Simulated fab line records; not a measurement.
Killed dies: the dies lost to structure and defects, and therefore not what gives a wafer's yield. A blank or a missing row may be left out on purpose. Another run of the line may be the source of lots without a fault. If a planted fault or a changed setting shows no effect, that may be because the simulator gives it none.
8D (eight disciplines) problem report, filled in by code | flow sky130 | the parts of the form that need people (team, actions taken, sign-off) are left out

## 1. THE PROBLEM
spin speed rpm at SKY_METAL3_COAT_07 reads a mean of 2826.1 rpm on 6 wafers of 2 lots; wafers without a fault read 2999.8 rpm with a standard deviation of 2.2. Measured from the usual mean, that is -79 standard deviations.
The step: resist thk 60 nm.
Earliest sighting: wafer L835.1 on litho track-03 at day 43 12:08. At this step, 39 wafers from 13 lots have a number in the record. Rule for "out" (also "out of limits"): further than 4 standard deviations from the usual mean. The other wafers with a number count as sound.

## 2. WHAT IT IS AND WHAT IT IS NOT
question                    | is                     | is not
which readings at this step | spin speed rpm         | -
which lots                  | L835, L836             | L818, L819, L822, L823, L824, L825, L827, L833, L839, L840, L841
which wafers of those lots  | all that have a number | -
read on which tools         | litho track-03         | litho track-02, litho track-04
when                        | from day 43 12:08      | up to then (24 sound wafers); but 9 sound wafers of L839, L840, L841 came after

## 3. WHAT RULES OUT EACH SUSPECT
Counting: a tool at a process step up to the reading stays a suspect if it ran every lot that is out and no sound lot after the first of them.
- litho track-03 at SKY_METAL3_COAT_07 (resist thk 60 nm): kept. Every lot that is out went through it, starting with L835 (day 43 12:08), and after that it ran no sound lot; the last sound lot it ran before then is L833 (day 43 01:53). Its own spin speed rpm readings are out on those wafers.
After counting, what remains is litho track-03 at SKY_METAL3_COAT_07.

## 4. THE CAUSE (what the simulator had put in)
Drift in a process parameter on litho track-03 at SKY_METAL3_COAT_07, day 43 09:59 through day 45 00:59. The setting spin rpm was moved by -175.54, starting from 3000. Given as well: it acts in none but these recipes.
Counting left only this tool.

## 5. THE CHAIN OF EFFECTS, in route order
Each row: a reading whose mean over the struck wafers that have a number lies more than 3 standard deviations from the usual. Scope: only readings with a usual standard deviation given in the record; hours: median across lots of the time from each lot's start at the first step in this table that gives one to its start at this step; sigmas: change in usual standard deviations.
hours | step               | reading        | usual      | on struck wafers | change | sigmas
0     | SKY_METAL3_COAT_07 | spin speed rpm | 2999.8 rpm | 2826.1           | -173.7 | -79
Its process steps:
- SKY_METAL3_COAT_07: resist thk 60 nm.

## 6. WHAT WOULD HAVE CAUGHT IT SOONER
The fault began at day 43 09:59; the first out-of-limits reading in this record came at day 43 12:08, 2 hours later.
